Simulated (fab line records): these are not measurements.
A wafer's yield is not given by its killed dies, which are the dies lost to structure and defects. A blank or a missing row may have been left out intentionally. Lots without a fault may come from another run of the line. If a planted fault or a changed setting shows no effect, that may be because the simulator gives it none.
Matching of chambers || flow sky130 || SKY_CONTACT_CMP_27 on cmp-02: 4 sister chambers
The step polishes, stops on SiO2, t overpolish 15 s, target thk 0 nm. 4 wafers are shown with their chamber, then 9 later ones without.

WAFERS WITH THEIR CHAMBER
{"wafer": "L200.2", "chamber": 3, "motor current A (A)": 11.0}
{"wafer": "L204.1", "chamber": 1, "motor current A (A)": 11.7}
{"wafer": "L204.2", "chamber": 2, "motor current A (A)": 12.3}
{"wafer": "L204.6", "chamber": 0, "motor current A (A)": 11.3}

WAFERS WITH NO CHAMBER GIVEN
{"wafer": "L206.1", "motor current A (A)": 10.6}
{"wafer": "L206.3", "motor current A (A)": 12.2}
{"wafer": "L206.4", "motor current A (A)": 11.0}
{"wafer": "L205.1", "motor current A (A)": 11.1}
{"wafer": "L205.2", "motor current A (A)": 10.9}
{"wafer": "L205.4", "motor current A (A)": 11.0}
{"wafer": "L207.1", "motor current A (A)": 10.8}
{"wafer": "L207.5", "motor current A (A)": 10.6}
{"wafer": "L207.6", "motor current A (A)": 12.6}

EACH ONE'S CHAMBER
{"wafer": "L206.1", "from the rows above": "can't be placed: 3 or 0", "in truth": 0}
{"wafer": "L206.3", "from the rows above": "can't be placed: 2 or 1", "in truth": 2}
{"wafer": "L206.4", "from the rows above": "can't be placed: 3 or 0", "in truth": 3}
{"wafer": "L205.1", "from the rows above": "can't be placed: 3 or 0", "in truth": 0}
{"wafer": "L205.2", "from the rows above": "can't be placed: 3 or 0", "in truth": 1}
{"wafer": "L205.4", "from the rows above": "can't be placed: 3 or 0", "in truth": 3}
{"wafer": "L207.1", "from the rows above": "can't be placed: 3 or 0", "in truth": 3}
{"wafer": "L207.5", "from the rows above": "can't be placed: 3 or 0", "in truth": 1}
{"wafer": "L207.6", "from the rows above": 2, "in truth": 2}
Placed correctly: 1 of 9. Not placeable from these rows: 8 (in 6, the candidates include the true chamber). Wrongly placed: 0.
How it was worked out, from the rows above alone: a wafer's distance from a chamber is the root of the sum, over the readings, of the square of ((its reading less the chamber's mean) divided by the reading's scatter). If the next closest chamber is less than 2 further off than the closest, the wafer can't be placed; otherwise it belongs to the closest. The mean given for a chamber averages the wafers shown for that chamber. The scatter: root of mean squared gap, hidden wafer to nearest shown wafer, with one shown wafer a chamber.
